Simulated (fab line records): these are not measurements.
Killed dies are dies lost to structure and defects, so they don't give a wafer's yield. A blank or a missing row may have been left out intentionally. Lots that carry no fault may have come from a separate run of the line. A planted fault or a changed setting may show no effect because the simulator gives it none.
Which tool did it?	flow sky130	33 wafers from 11 lots sampled at 2 of the route's 708 steps

WHAT THE GAUGES READ, wafer by wafer
SKY_VIA4_THK_MEAS_20: measures by xrf.
lot	measured	on	VIA4_W_THK (nm)
L921	day 44 02:31	filmMetro-04	505 501 507
L923	day 44 11:22	filmMetro-04	517 520 519
L922	day 44 13:53	filmMetro-02	509 511 512
L924	day 44 16:34	filmMetro-02	519 511 510
L926	day 45 13:55	filmMetro-02	516 517 516
L927	day 45 15:49	filmMetro-03	509 506 499
L928	day 45 21:07	filmMetro-04	519 515 515
L929	day 46 06:52	filmMetro-04	511 514 517
L930	day 46 21:04	filmMetro-04	511 510 515
L934	day 47 16:17	filmMetro-03	515 514 512
L942	day 48 22:40	filmMetro-03	510 504 506

EACH LOT AND THE TOOL THAT RAN IT (in order: tool; ch and the chambers of the sampled wafers; start)
lot	SKY_METAL3_ETCH_17
L921	rieDiel-02 ch 1,3, day 40 02:56
L923	rieDiel-01 ch 0,1,2, day 40 14:52
L922	rieDiel-01 ch 1,2,3, day 40 19:04
L924	rieDiel-01 ch 2,3, day 40 22:43
L926	rieDiel-01 ch 0,1,2, day 41 17:49
L927	rieDiel-02 ch 0,1,2, day 41 21:25
L928	rieDiel-02 ch 1,2,3, day 42 02:02
L929	rieDiel-02 ch 0,2, day 42 11:47
L930	rieDiel-01 ch 0,1,2, day 42 17:01
L934	rieDiel-01 ch 1,2,3, day 43 20:40
L942	rieDiel-03 ch 1,2, day 45 04:30
- SKY_METAL3_ETCH_17: etches SiO2 in C4F8/O2/Ar, stops on TiN, time 3.9 s, target depth 15 nm.

AS READ BY THE TOOLS THEMSELVES (means over the sampled wafers that have a number; for cases with no such wafer, the mark the record gives instead)
SKY_METAL3_ETCH_17.
lot	tool	oesProductAu (a.u.)	rfFwdPowerW (W)
L921	rieDiel-02	0.756	1458
L923	rieDiel-01	0.749	1472
L922	rieDiel-01	0.754	1471
L924	rieDiel-01	0.764	1478
L926	rieDiel-01	0.764	1470
L927	rieDiel-02	0.758	1463
L928	rieDiel-02	0.754	1469
L929	rieDiel-02	0.751	1480
L930	rieDiel-01	0.743	1473
L934	rieDiel-01	0.753	1470
L942	rieDiel-03	0.753	1462

THE ANSWER, worked out from the rows above alone
Rule: the lots themselves supply what counts as usual. The widest of any qualifying gaps counts: lots, ordered by their means at a reading, are off when they make up no more than a third of the lots, leave a main group of 4 or more, and stand apart from it by 3 or more times the standard deviation of that group's means. The tables above print the reading to a certain number of digits; a main group whose means all agree to those digits is not used. A lot without any number at a reading at which 4 lots or more have one is off too. Any other lot the step has rows for is counted as sound. After the gauges, taken in route order, come the tools' own readings; for these a lot's mean is taken, as printed above. At the first step where some lot is off, the reading lying furthest off is the one used; lots without a number count as furthest.
None of the lots is off at any reading shown; this tells nothing.

WHAT WAS PUT IN BY THE SIMULATOR
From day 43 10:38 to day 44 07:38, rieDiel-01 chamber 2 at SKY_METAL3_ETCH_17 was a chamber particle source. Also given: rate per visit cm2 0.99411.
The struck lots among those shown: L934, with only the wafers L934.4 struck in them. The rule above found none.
